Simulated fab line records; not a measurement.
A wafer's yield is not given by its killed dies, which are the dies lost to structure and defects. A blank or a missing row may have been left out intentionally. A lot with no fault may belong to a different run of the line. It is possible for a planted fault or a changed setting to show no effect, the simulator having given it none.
Comparing a struck lot with a sound one || flow sky130 || 17 out of 708 route steps
Sound: the wafers L140.4, L140.5, L140.6. Wafers L152.1, L152.3, L152.4 were the ones struck. The cause comes at the end.
At each step with rows: each side's tool, then ch and its chambers, then its first start. Under that, the readings that differ: sound wafers || struck wafers || difference of the means || sigmas: that difference in standard deviations of wafers without a fault.
alike: readings whose means differ by less than 2 such deviations, and words and numbers that are the same on both sides. not compared: withheld readings, readings that some wafer has no value for, bounds like >300 that may hide the same value, and numbers for which the record gives no deviation and whose values overlap.
The two part at a step that has a row with sigmas, a row that says differs or no value, or rows on one side only. When numbers do not overlap yet have no deviation, they are printed without sigmas and do not part them. A reading that every wafer of one side lacks parts them only if that side has two wafers or more.

SKY_VT_ADJUST_HVTR_OVL_MEAS_08:
  sound: overlay-02 at day 10 01:37; struck: overlay-01 at day 13 20:35
  alike: VT_ADJUST_HVTR_OVL
then, 1 step without rows for these wafers: SKY_VT_ADJUST_HVTR_IMPLANT_09.
SKY_VT_ADJUST_HVTR_STRIP_10: strips in O2/N2.
  sound on plasma_asher-04 ch 0,1, day 10 01:49; struck on plasma_asher-04 ch 0,1, day 13 20:47
  alike: drypump_motor_current_A, oes_product_au, strip_time_to_endpoint_s
  not compared: rf_hours_counter_h
SKY_VT_ADJUST_HVTR_TW_MEAS_11:
  sound: film_metro-02 at day 10 01:55; struck: film_metro-03 at day 13 20:53
{"reading": "VT_ADJUST_HVTR_TW", "sound": "207.8 207.7 208.4", "struck": "213.4 211.9 213.6", "difference": "+5.0", "sigmas": "+2"}
then, 7 steps without rows for these wafers: SKY_VT_ADJUST_PCH_DEHYDRATE_00 (time 60 s); SKY_VT_ADJUST_PCH_HMDS_01 (prime time 60 s); SKY_VT_ADJUST_PCH_COAT_02 (resist thk 3000 nm); SKY_VT_ADJUST_PCH_SOFTBAKE_03; SKY_VT_ADJUST_PCH_EXPOSE_04 (exposes mask NWM, target cd 840 nm); SKY_VT_ADJUST_PCH_PEB_05; SKY_VT_ADJUST_PCH_DEVELOP_06 (develop time 60 s).
SKY_VT_ADJUST_PCH_OVL_MEAS_07:
  sound: overlay-01 at day 11 00:53; struck: overlay-01 at day 14 23:28
  alike: VT_ADJUST_PCH_OVL
SKY_VT_ADJUST_PCH_IMPLANT_08:
  sound on implanter-03 ch 0, day 11 00:59; struck on implanter-04 ch 0, day 14 23:31
{"reading": "dose_ions_cm2", "sound": "4.996e+11 4.997e+11 5.001e+11", "struck": "1.373e+11 1.383e+11 1.371e+11", "difference": -3.622e+11, "sigmas": "-99 or more"}
{"reading": "faraday_current_uA", "sound": "2.84 2.86 2.77", "struck": "0.77 0.78 0.75", "difference": -2.06, "sigmas": -40}
SKY_VT_ADJUST_PCH_STRIP_09: strips in O2/N2.
  sound on plasma_asher-02 ch 0,1, day 11 01:05; struck on plasma_asher-02 ch 0,1, day 14 23:40
  alike: drypump_motor_current_A, oes_product_au, strip_time_to_endpoint_s
  not compared: rf_hours_counter_h
SKY_VT_ADJUST_PCH_TW_MEAS_10:
  sound: film_metro-01 at day 11 01:11; struck: film_metro-01 at day 14 23:46
{"reading": "VT_ADJUST_PCH_TW", "sound": "139.8 140.2 141.1", "struck": "102.2 101.8 102.1", "difference": -38.3, "sigmas": -23}
then, 1 step without rows for these wafers: SKY_SONOS_TUNNEL_DEHYDRATE_00 (time 60 s).
-- record jumps: 35 days separate the struck wafers' starts on either side; left off in module SONOS_TUNNEL, taken up again in module PAD_OPEN, whose first shown step is the route's number 708 --
SKY_PAD_OPEN_PROBE_99:
  sound: prober-01 at day 46 17:26; struck: prober-02 at day 49 12:43
{"reading": "model.etest.nfet_16v.r_on_ohm_um", "sound": "1.409e+04 1.417e+04 1.431e+04", "struck": "1.347e+04 1.325e+04 1.346e+04", "difference": -7.967e+02, "sigmas": ""}
{"reading": "model.etest.pfet_g5v0d10v5.r_on_ohm_um", "sound": "4790 4821 4785", "struck": "4864 4886 4973", "difference": "+109", "sigmas": ""}
{"reading": "model.etest.tip_p_5v.rs_ohm_sq", "sound": "2872 2860 2882", "struck": "2922 2946 2949", "difference": "+68", "sigmas": ""}
{"reading": "model.etest.pfet_g5v0d10v5.drive_ua_um", "sound": "339.2 334.4 338.7", "struck": "325.8 327.8 319.7", "difference": -13.0, "sigmas": ""}
{"reading": "model.etest.pfet_01v8_lvt.drive_ua_um", "sound": "176.1 174.8 175.4", "struck": "163.6 164.2 162.3", "difference": -12.1, "sigmas": ""}
{"reading": "model.etest.pfet_01v8_lvt.off_log10_a_um", "sound": "-8.793 -8.858 -8.823", "struck": "-10.44 -10.14 -10.38", "difference": -1.50, "sigmas": ""}
  alike: killed_at_M0_to_M3, killed_at_M4_up, killed_at_contacts, killed_at_front_end, killed_at_other, killed_dies, killed_open, killed_short
  not compared: model.etest.pfet_16v.drive_ua_um, model.etest.pfet_01v8_mvt.drive_ua_um

WHERE THEY PART
Last at SKY_VT_ADJUST_PCH_TW_MEAS_10 as far as this record goes, first at SKY_VT_ADJUST_HVTR_TW_MEAS_11. Later steps at which nothing parts them and some readings are alike: SKY_PAD_OPEN_PROBE_99.

WHY: what the simulator had put in
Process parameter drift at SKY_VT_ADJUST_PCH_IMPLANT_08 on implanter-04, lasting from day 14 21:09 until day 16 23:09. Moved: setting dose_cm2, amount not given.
